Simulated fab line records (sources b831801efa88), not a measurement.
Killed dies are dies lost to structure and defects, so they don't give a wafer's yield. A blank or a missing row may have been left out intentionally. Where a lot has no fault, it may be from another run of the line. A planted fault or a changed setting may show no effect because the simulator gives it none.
Chamber matching + flow sky130 + SKY_SONOS_ONO_ETCH_15 on rieDiel-01 has 4 sister chambers
The step etches the open film in CHF3/O2, target depth 19.52 nm, time 7.8 s. 14 wafers are shown with their chamber, then 7 later ones without.

== EACH WAFER AND ITS CHAMBER ==
| wafer  | chamber | drypumpMotorCurrentA (A) | throttleValvePct (%) | O2_flow_sccm (sccm) |
|--------|---------|--------------------------|----------------------|---------------------|
| L102.2 | 2       | 5.4                      | 8.840                | 5.005               |
| L102.4 | 1       | 5.2                      | 8.809                | 5.030               |
| L102.5 | 0       | 6.2                      | 8.807                | 5.029               |
| L104.3 | 0       | 6.2                      | 8.828                | 4.996               |
| L104.4 | 0       | 6.2                      | 8.819                | 5.007               |
| L104.5 | 1       | 5.2                      | 8.824                | 4.996               |
| L105.3 | 1       | 5.2                      | 8.815                | 4.994               |
| L105.5 | 0       | 6.2                      | 8.812                | 4.973               |
| L105.6 | 1       | 5.2                      | 8.827                | 4.985               |
| L110.1 | 0       | 6.3                      | 8.825                | 5.006               |
| L110.2 | 3       | 4.9                      | 8.803                | 4.982               |
| L110.3 | 1       | 5.2                      | 8.826                | 4.979               |
| L114.1 | 0       | 6.2                      | 8.807                | 5.018               |
| L114.2 | 2       | 5.5                      | 8.825                | 5.020               |

SIGNATURES (means of the wafers above)
| reading              | chamber 0 | chamber 1 | chamber 2 | chamber 3 | scatter within a chamber |
|----------------------|-----------|-----------|-----------|-----------|--------------------------|
| drypumpMotorCurrentA | 6.217     | 5.200     | 5.450     | 4.900     | 0.0365                   |
| throttleValvePct     | 8.81633   | 8.82020   | 8.83250   | 8.80300   | 0.00878                  |
| O2_flow_sccm         | 5.00483   | 4.99680   | 5.01250   | 4.98200   | 0.0188                   |
Rule: for each reading, subtract the chamber's mean from the wafer's reading, divide by that reading's scatter and square the result; add these up over the readings and take the root, which gives the wafer's distance from the chamber. The wafer belongs to the nearest chamber; if the next one is less than 2 further off, it can't be placed. The scatter: the root of (the sum of the squares of (reading less its chamber's mean) over the shown wafers, divided by (wafers less chambers)).

== WAFERS WITHOUT THEIR CHAMBER ==
| wafer  | drypumpMotorCurrentA (A) | throttleValvePct (%) | O2_flow_sccm (sccm) |
|--------|--------------------------|----------------------|---------------------|
| L114.6 | 4.8                      | 8.811                | 4.992               |
| L115.2 | 5.2                      | 8.839                | 4.980               |
| L115.4 | 4.9                      | 8.818                | 5.001               |
| L115.5 | 6.2                      | 8.813                | 4.991               |
| L116.3 | 5.5                      | 8.812                | 5.004               |
| L116.4 | 6.2                      | 8.810                | 4.984               |
| L116.5 | 5.2                      | 8.818                | 5.002               |

== EACH ONE'S CHAMBER ==
| wafer  | from the rows above | in truth |
|--------|---------------------|----------|
| L114.6 | 3                   | 3        |
| L115.2 | 1                   | 1        |
| L115.4 | 3                   | 3        |
| L115.5 | 0                   | 0        |
| L116.3 | 2                   | 2        |
| L116.4 | 0                   | 0        |
| L116.5 | 1                   | 1        |
Correct placement for 7 of the 7. Number that these rows cannot place: 0. Wrongly placed: 0.
